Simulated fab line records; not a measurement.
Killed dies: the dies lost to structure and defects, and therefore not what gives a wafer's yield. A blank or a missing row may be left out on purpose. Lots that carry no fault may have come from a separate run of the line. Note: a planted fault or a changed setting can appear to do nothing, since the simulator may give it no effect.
Chamber matching | flow sky130 | 4 sister chambers for SKY_VIA1_ETCH_15 on rieDiel-02
The step etches SiO2 in C4F8/O2/Ar, stops on TiN, target depth 351 nm, time 54 s. 4 wafers are shown with their chamber, then 8 later ones without.

## EACH WAFER AND ITS CHAMBER
wafer  | chamber | oesProductAu (a.u.)
L496.5 | 0       | 0.980
L501.3 | 3       | 0.984
L501.6 | 2       | 0.984
L503.1 | 1       | 0.984

## WAFERS WITH NO CHAMBER GIVEN
wafer  | oesProductAu (a.u.)
L503.4 | 0.979
L503.5 | 0.982
L511.1 | 0.983
L511.2 | 0.984
L511.4 | 0.987
L514.2 | 0.979
L514.4 | 0.981
L514.5 | 0.984

## CHAMBER TAKEN BY EACH
wafer  | from the rows above               | in truth
L503.4 | 0                                 | 0
L503.5 | can't be placed: 0 or 1 or 2 or 3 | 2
L511.1 | can't be placed: 1 or 2 or 3 or 0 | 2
L511.2 | can't be placed: 1 or 2 or 3      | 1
L511.4 | can't be placed: 1 or 2 or 3      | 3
L514.2 | 0                                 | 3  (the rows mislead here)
L514.4 | can't be placed: 0 or 1 or 2 or 3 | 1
L514.5 | can't be placed: 1 or 2 or 3      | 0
Correctly placed: 1 of 8. Not placeable from these rows: 6 (in 5, the candidates include the true chamber). 1 placed wrongly.
How it was worked out, from the rows above alone: a wafer's distance from a chamber is the root of the sum, over the readings, of the square of ((its reading less the chamber's mean) divided by the reading's scatter). If the next closest chamber is less than 2 further off than the closest, the wafer can't be placed; otherwise it belongs to the closest. The mean given for a chamber averages the wafers shown for that chamber. The scatter (one wafer shown for each chamber): square how far every hidden wafer sits from the nearest shown wafer, average those squares and take the square root.
